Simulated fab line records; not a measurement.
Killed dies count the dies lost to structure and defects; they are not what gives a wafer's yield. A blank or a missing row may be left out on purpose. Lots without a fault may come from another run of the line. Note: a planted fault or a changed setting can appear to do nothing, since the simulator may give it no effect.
Struck lot and sound lot, side by side :: flow sky130 :: 15 steps out of a route of 708
Sound: wafers L107.1, L107.3, L107.5. Wafers struck: L120.2, L120.4, L120.6. At the end, the cause is stated.
Order at every step that has rows: each side's tool, ch and its chambers, its first start. Under that, the readings that differ: sound wafers :: struck wafers :: difference of the means :: sigmas: that difference in standard deviations of wafers without a fault.
alike: a reading whose means differ by less than 2 such deviations, as well as words and numbers matching on both sides. not compared: withheld readings; readings where some wafer has no value; bounds like >300 that might hide an equal value; numbers whose values overlap and for which the record gives no deviation.
Wherever a step has rows on one side only, a row that says differs or no value, or a row with sigmas, the two part there. When numbers do not overlap yet have no deviation, they are printed without sigmas and do not part them. A reading that every wafer of one side lacks parts them only if that side has two wafers or more.

first, 3 steps without rows for these wafers: SKY_LDD_P_EXPOSE_04 (exposes mask PSDM, target cd 380 nm); SKY_LDD_P_PEB_05; SKY_LDD_P_DEVELOP_06 (develop time 60 s).
SKY_LDD_P_CD_MEAS_07 targets a cd of 380 nm.
  sound on cd_sem-02 at day 19 11:51; struck on cd_sem-01 at day 25 00:41
  alike: cd_nm
SKY_LDD_P_OVL_MEAS_08:
  sound on overlay-02 at day 19 11:58; struck on overlay-02 at day 25 00:48
  alike: LDD_P_OVL
following that, these wafers have no rows for 1 step: SKY_LDD_P_IMPLANT_09.
SKY_LDD_P_STRIP_10: strips in O2/N2.
  sound on plasma_asher-03 ch 0,1, day 19 12:09; struck on plasma_asher-03 ch 0,1, day 25 00:59
  alike: drypump_motor_current_A, oes_product_au, strip_time_to_endpoint_s
  not compared: rf_hours_counter_h
SKY_LDD_P_TW_MEAS_11:
  sound on film_metro-04 at day 19 12:15; struck on film_metro-02 at day 25 01:05
reading: LDD_P_TW
sound: 629 630 630
struck: 644 642 645
difference: +14
sigmas: +3
then, 4 steps without rows for these wafers: SKY_LDD_HVN_DEHYDRATE_00 (time 60 s); SKY_LDD_HVN_HMDS_01 (prime time 60 s); SKY_LDD_HVN_COAT_02 (resist thk 300 nm); SKY_LDD_HVN_SOFTBAKE_03 (time 60 s).
SKY_LDD_HVN_EXPOSE_04: exposes mask HVNTM, target cd 700 nm.
  sound on iline_stepper-01 ch 0, day 20 04:03; struck on iline_stepper-01 ch 0, day 25 15:58
reading: exposure_dose_mJ_cm2
sound: 127.07 127.04 127.02
struck: 129.84 129.85 129.88
difference: +2.81
sigmas: +26
  alike: mask
following that, these wafers have no rows for 1 step: SKY_LDD_HVN_PEB_05.
-- a jump in the record: the struck wafers' starts before and after are 24 days apart (it breaks off in module LDD_HVN and resumes in module PAD_OPEN, where the first step shown is number 708 of the route) --
SKY_PAD_OPEN_PROBE_99:
  sound on prober-02 at day 46 04:20; struck on prober-01 at day 49 13:35
  alike: killed_at_M0_to_M3, killed_at_M4_up, killed_at_contacts, killed_at_front_end, killed_at_other, killed_dies, killed_open, killed_short

WHERE THEY PART
Last at SKY_LDD_HVN_EXPOSE_04 as far as this record goes, first at SKY_LDD_P_TW_MEAS_11. Later steps at which nothing parts them and some readings are alike: SKY_PAD_OPEN_PROBE_99.

WHY: what the simulator had put in
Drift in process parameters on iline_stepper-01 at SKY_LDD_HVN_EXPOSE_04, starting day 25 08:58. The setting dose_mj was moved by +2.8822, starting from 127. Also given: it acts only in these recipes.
